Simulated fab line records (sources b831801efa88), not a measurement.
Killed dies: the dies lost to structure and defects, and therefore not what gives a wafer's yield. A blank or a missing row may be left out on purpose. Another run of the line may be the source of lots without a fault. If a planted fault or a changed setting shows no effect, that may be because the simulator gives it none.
Which tool did it? + flow sky130 + Sampling: 12 lots, 36 wafers, 2 of 708 route steps

## WHAT EACH GAUGE READ, for each wafer
SKY_METAL5_THK_MEAS_06: measures by xrf.
| lot  | measured     | on            | METAL5_ALCU_THK (nm) |
|------|--------------|---------------|----------------------|
| L512 | day 43 09:28 | film metro-01 | 1160 1139 1156       |
| L513 | day 43 04:22 | film metro-02 | 1135 1167 1165       |
| L514 | day 43 12:47 | film metro-04 | 1165 1180 1185       |
| L515 | day 43 14:00 | film metro-02 | 1162 1160 1151       |
| L516 | day 43 16:26 | film metro-01 | 1154 1159 1126       |
| L517 | day 44 01:51 | film metro-01 | 1149 1162 1151       |
| L520 | day 45 11:53 | film metro-01 | 1153 1151 1165       |
| L522 | day 45 18:23 | film metro-04 | 1158 1176 1146       |
| L524 | day 46 12:17 | film metro-01 | 1134 1121 1128       |
| L529 | day 47 17:38 | film metro-04 | 1157 1177 1155       |
| L534 | day 48 14:15 | film metro-02 | 1202 1171 1194       |
| L535 | day 48 20:15 | film metro-04 | 1176 1167 1164       |

## EACH LOT AND THE TOOL THAT RAN IT (in order: tool; ch and the chambers of the sampled wafers; start)
| lot  | SKY_FIELD_ISO_OXIDATION_01   |
|------|------------------------------|
| L512 | furnace-01 ch 0, day 1 10:07 |
| L513 | furnace-02 ch 0, day 1 15:10 |
| L514 | furnace-01 ch 0, day 1 20:07 |
| L515 | furnace-01 ch 0, day 2 01:07 |
| L516 | furnace-01 ch 0, day 2 06:07 |
| L517 | furnace-02 ch 0, day 2 12:26 |
| L520 | furnace-02 ch 0, day 3 02:55 |
| L522 | furnace-02 ch 0, day 3 12:07 |
| L524 | furnace-01 ch 0, day 3 22:21 |
| L529 | furnace-01 ch 0, day 5 03:18 |
| L534 | furnace-01 ch 0, day 6 00:07 |
| L535 | furnace-02 ch 0, day 6 05:58 |
- SKY_FIELD_ISO_OXIDATION_01: stabilise 600 s, purge 300 s, target thk 12 nm.

## WHAT THE TOOLS THEMSELVES READ (means of the sampled wafers that have a number; where no wafer has one, the mark that the record gives instead)
The record holds no such reading with a usual standard deviation.

## THE ANSWER, worked out from the rows above alone
Rule: what is usual is taken from the lots themselves. The widest of any qualifying gaps counts: lots, ordered by their means at a reading, are off when they make up no more than a third of the lots, leave a main group of 4 or more, and stand apart from it by 3 or more times the standard deviation of that group's means. If all means in a main group match to the digits the tables above print for the reading, that group is not used. A lot without any number at a reading at which 4 lots or more have one is off too. Where the step has rows for the other lots, those lots are counted as sound. First the gauges in route order, then the tools' own readings, where a lot's mean is used as printed above. At the first step where some lot is off, the reading lying furthest off is the one used; lots without a number count as furthest.
None of the lots is off at any reading shown; this tells nothing.

## WHAT HAD BEEN PUT IN BY THE SIMULATOR
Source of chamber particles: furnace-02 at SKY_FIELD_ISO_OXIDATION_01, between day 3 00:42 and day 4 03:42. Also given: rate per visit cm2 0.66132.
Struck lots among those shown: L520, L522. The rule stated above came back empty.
